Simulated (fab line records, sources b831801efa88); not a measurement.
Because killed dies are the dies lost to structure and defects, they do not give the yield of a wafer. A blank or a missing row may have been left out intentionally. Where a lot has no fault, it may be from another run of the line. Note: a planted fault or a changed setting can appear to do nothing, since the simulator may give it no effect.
Chamber matching -- flow gf180mcu -- pecvd-03 running GF_V3_CVD_02: 3 sister chambers
The step deposits SiO2 from TEOS, target thk 850 nm, time 94.851 s. 6 wafers are shown with their chamber, then 9 later ones without.

== WAFERS, EACH WITH ITS CHAMBER ==
wafer,chamber,heater power outer w (W),heater power w (W)
L599.1,1,319,595
L599.3,2,296,526
L599.4,0,231,504
L603.1,1,323,584
L603.2,2,364,640
L603.6,0,294,598

== WAFERS WITHOUT THEIR CHAMBER ==
wafer,heater power outer w (W),heater power w (W)
L609.3,342,629
L609.4,359,595
L609.6,244,483
L610.1,378,649
L610.2,294,578
L610.6,320,629
L613.1,246,505
L613.4,318,570
L613.5,290,573

== THE CHAMBER EACH PASSED THROUGH ==
wafer,from the rows above,in truth
L609.3,can't be placed: 2 or 1 or 0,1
L609.4,can't be placed: 2 or 1 or 0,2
L609.6,can't be placed: 0 or 1 or 2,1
L610.1,can't be placed: 2 or 1 or 0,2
L610.2,can't be placed: 1 or 0 or 2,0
L610.6,can't be placed: 1 or 2 or 0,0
L613.1,can't be placed: 0 or 1 or 2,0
L613.4,can't be placed: 1 or 2 or 0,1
L613.5,can't be placed: 0 or 1 or 2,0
Correct placement for 0 of the 9. Unplaceable from these rows: 9, with the true chamber sitting among the candidates in 9. Wrongly placed: 0.
How it was worked out, from the rows above alone: a wafer's distance from a chamber is the root of the sum, over the readings, of the square of ((its reading less the chamber's mean) divided by the reading's scatter). If the next closest chamber is less than 2 further off than the closest, the wafer can't be placed; otherwise it belongs to the closest. The mean given for a chamber averages the wafers shown for that chamber. The scatter: take each reading less its chamber's mean, square it, sum over the shown wafers, divide by the number of wafers less the number of chambers, and take the root.
